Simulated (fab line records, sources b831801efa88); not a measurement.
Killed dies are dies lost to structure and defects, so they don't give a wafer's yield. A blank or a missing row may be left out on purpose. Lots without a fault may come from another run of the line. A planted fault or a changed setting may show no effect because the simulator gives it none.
Which tool did it? | flow gf180mcu | 13 lots, 39 wafers sampled, at 3 steps of a route of 602

WHAT THE GAUGES READ, wafer by wafer
GF_LVPWELL_OVL_MEAS_07. Usual: LVPWELL_OVL 0.3 nm, standard deviation 1.3.
lot  | measured    | on         | LVPWELL_OVL (nm) | flag
L936 | day 3 23:06 | overlay-02 | 1.3 0.6 2.2      |
L937 | day 4 03:38 | overlay-02 | 2.0 0.2 2.1      |
L938 | day 4 09:14 | overlay-02 | 0.3 1.7 1.0      |
L939 | day 4 16:29 | overlay-02 | -0.5 0.7 -0.5    |
L942 | day 5 05:25 | overlay-01 | -0.9 1.3 0.4     |
L944 | day 5 18:18 | overlay-01 | -0.1 -0.5 2.4    |
L945 | day 5 22:42 | overlay-02 | -0.3 -2.8 -1.1   |
L948 | day 6 17:33 | overlay-02 | 0.7 1.9 2.0      |
L949 | day 6 21:08 | overlay-01 | -1.0 -1.7 -1.0   |
L951 | day 7 08:41 | overlay-01 | -1.0 0.4 0.9     |
L957 | day 8 18:41 | overlay-01 | 1.6 -0.3 1.9     |
L958 | day 8 23:30 | overlay-01 | 1.0 1.1 -0.1     |
L959 | day 9 09:17 | overlay-01 | 0.4 1.4 2.2      |

GF_MVSD_OVL_MEAS_07. Usual: MVSD_OVL 0.0 nm, standard deviation 1.3.
lot  | measured     | on         | MVSD_OVL (nm)     | flag
L936 | day 4 12:39  | overlay-02 | -1.3 -1.7 -1.7    |
L937 | day 4 17:22  | overlay-02 | -2.3 -0.2 -0.2    |
L938 | day 4 23:08  | overlay-01 | 0.0 -0.4 -0.6     |
L939 | day 5 06:19  | overlay-01 | 0.3 0.5 -0.2      |
L942 | day 5 19:43  | overlay-01 | -2.9 -2.1 -2.3    |
L944 | day 6 09:04  | overlay-01 | 1.7 3.8 2.4       |
L945 | day 6 13:24  | overlay-01 | -1.4 0.8 2.0      |
L948 | day 7 09:03  | overlay-01 | -79.0 -79.7 -78.1 | OFF
L949 | day 7 12:28  | overlay-01 | -78.1 -76.8 -75.9 | OFF
L951 | day 7 23:42  | overlay-01 | -0.3 -1.2 -0.4    |
L957 | day 9 11:34  | overlay-01 | 1.1 1.4 0.1       |
L958 | day 9 17:22  | overlay-02 | 0.5 -0.8 0.6      |
L959 | day 10 02:56 | overlay-02 | -2.3 -0.5 -1.7    |

WHICH TOOL RAN EACH LOT (tool, then ch and the chambers of the sampled wafers, then the start)
lot  | GF_MVSD_EXPOSE_04
L936 | iline_stepper-02 ch 0, day 4 06:05
L937 | iline_stepper-01 ch 0, day 4 10:38
L938 | iline_stepper-02 ch 0, day 4 16:32
L939 | iline_stepper-02 ch 0, day 4 23:47
L942 | iline_stepper-02 ch 0, day 5 12:47
L944 | iline_stepper-01 ch 0, day 6 01:36
L945 | iline_stepper-01 ch 0, day 6 06:28
L948 | iline_stepper-01 ch 0, day 7 01:35
L949 | iline_stepper-01 ch 0, day 7 04:54
L951 | iline_stepper-02 ch 0, day 7 16:49
L957 | iline_stepper-02 ch 0, day 9 03:30
L958 | iline_stepper-02 ch 0, day 9 08:40
L959 | iline_stepper-02 ch 0, day 9 18:22
- GF_MVSD_EXPOSE_04: exposes mask MVSD, target cd 1000 nm.

WHAT THE TOOLS THEMSELVES READ (means of the sampled wafers that have a number; where no wafer has one, the mark that the record gives instead)
The record holds no such reading with a usual standard deviation.

THE ANSWER, worked out from the rows above alone
Rule: a lot is off if the mean of its wafers that have a number lies more than 3 standard deviations from the usual mean. A lot without any number at a reading at which 4 lots or more have one is off too. The other lots that the step has rows for count as sound. The gauges are gone through in route order, then the tools' own readings, and for those a lot's mean is taken as printed above. The first step at which some lot is off is used, and at that step the reading that is off furthest; a lot without a number counts as furthest.
Off: L948, L949, at GF_MVSD_OVL_MEAS_07 (MVSD_OVL).
A tool fits if, at a process step before that reading, it ran every lot that is off, and no sound lot after the first of them. The gauges at GF_MVSD_OVL_MEAS_07 are tried like those tools. One fits: iline_stepper-01 at GF_MVSD_EXPOSE_04. Its last sound lot is L945 (day 6 06:28), its first lot that is off L948 (day 7 01:35): a fault that began between those two fits.

WHAT THE SIMULATOR HAD PUT IN
Scanner matching overlay: iline_stepper-01, from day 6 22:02 on, at GF_MVSD_EXPOSE_04. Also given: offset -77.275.
Lots struck among those shown: L948, L949. The rule above found the same.
